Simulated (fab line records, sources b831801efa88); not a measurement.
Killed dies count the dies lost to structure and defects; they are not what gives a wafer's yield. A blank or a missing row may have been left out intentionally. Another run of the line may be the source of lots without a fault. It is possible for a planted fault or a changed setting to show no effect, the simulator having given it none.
Matching of chambers || flow gf180mcu || GF_V5_CMP_04 on cmp-02 has 4 sister chambers
The step polishes SiO2. 18 wafers are shown with their chamber, then 9 later ones without.

## EACH WAFER AND ITS CHAMBER
{"wafer": "L246.1", "chamber": 1, "motorCurrentA (A)": 13.7}
{"wafer": "L246.5", "chamber": 0, "motorCurrentA (A)": 11.0}
{"wafer": "L246.6", "chamber": 1, "motorCurrentA (A)": 13.2}
{"wafer": "L247.2", "chamber": 0, "motorCurrentA (A)": 11.4}
{"wafer": "L247.4", "chamber": 3, "motorCurrentA (A)": 12.0}
{"wafer": "L247.5", "chamber": 2, "motorCurrentA (A)": 11.4}
{"wafer": "L249.1", "chamber": 1, "motorCurrentA (A)": 13.6}
{"wafer": "L249.2", "chamber": 2, "motorCurrentA (A)": 11.9}
{"wafer": "L249.6", "chamber": 0, "motorCurrentA (A)": 11.2}
{"wafer": "L254.1", "chamber": 2, "motorCurrentA (A)": 11.4}
{"wafer": "L254.3", "chamber": 0, "motorCurrentA (A)": 10.9}
{"wafer": "L254.5", "chamber": 3, "motorCurrentA (A)": 12.3}
{"wafer": "L261.2", "chamber": 1, "motorCurrentA (A)": 13.5}
{"wafer": "L261.4", "chamber": 0, "motorCurrentA (A)": 11.4}
{"wafer": "L261.5", "chamber": 1, "motorCurrentA (A)": 14.0}
{"wafer": "L262.2", "chamber": 0, "motorCurrentA (A)": 11.1}
{"wafer": "L262.5", "chamber": 2, "motorCurrentA (A)": 12.1}
{"wafer": "L262.6", "chamber": 1, "motorCurrentA (A)": 13.6}

SIGNATURES (averages over the wafers above)
{"reading": "motorCurrentA", "chamber 0": 11.167, "chamber 1": 13.600, "chamber 2": 11.700, "chamber 3": 12.150, "scatter within a chamber": 0.264}
Rule: for each reading, subtract the chamber's mean from the wafer's reading, divide by that reading's scatter and square the result; add these up over the readings and take the root, which gives the wafer's distance from the chamber. If the next closest chamber is less than 2 further off than the closest, the wafer can't be placed; otherwise it belongs to the closest. The scatter: the root of (the sum of the squares of (reading less its chamber's mean) over the shown wafers, divided by (wafers less chambers)).

## WAFERS MISSING THEIR CHAMBER
{"wafer": "L266.1", "motorCurrentA (A)": 13.9}
{"wafer": "L266.2", "motorCurrentA (A)": 12.1}
{"wafer": "L266.3", "motorCurrentA (A)": 11.3}
{"wafer": "L268.2", "motorCurrentA (A)": 11.1}
{"wafer": "L268.4", "motorCurrentA (A)": 12.5}
{"wafer": "L268.6", "motorCurrentA (A)": 14.5}
{"wafer": "L269.2", "motorCurrentA (A)": 12.0}
{"wafer": "L269.5", "motorCurrentA (A)": 13.6}
{"wafer": "L269.6", "motorCurrentA (A)": 11.8}

## THE CHAMBER EACH PASSED THROUGH
{"wafer": "L266.1", "from the rows above": 1, "in truth": 1}
{"wafer": "L266.2", "from the rows above": "can't be placed: 3 or 2", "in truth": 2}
{"wafer": "L266.3", "from the rows above": "can't be placed: 0 or 2", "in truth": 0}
{"wafer": "L268.2", "from the rows above": 0, "in truth": 0}
{"wafer": "L268.4", "from the rows above": "can't be placed: 3 or 2", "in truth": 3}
{"wafer": "L268.6", "from the rows above": 1, "in truth": 1}
{"wafer": "L269.2", "from the rows above": "can't be placed: 3 or 2", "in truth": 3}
{"wafer": "L269.5", "from the rows above": 1, "in truth": 1}
{"wafer": "L269.6", "from the rows above": "can't be placed: 2 or 3", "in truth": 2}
Correct placement for 4 of the 9. Not placeable from these rows: 5 (in 5, the candidates include the true chamber). Placed wrongly: 0.
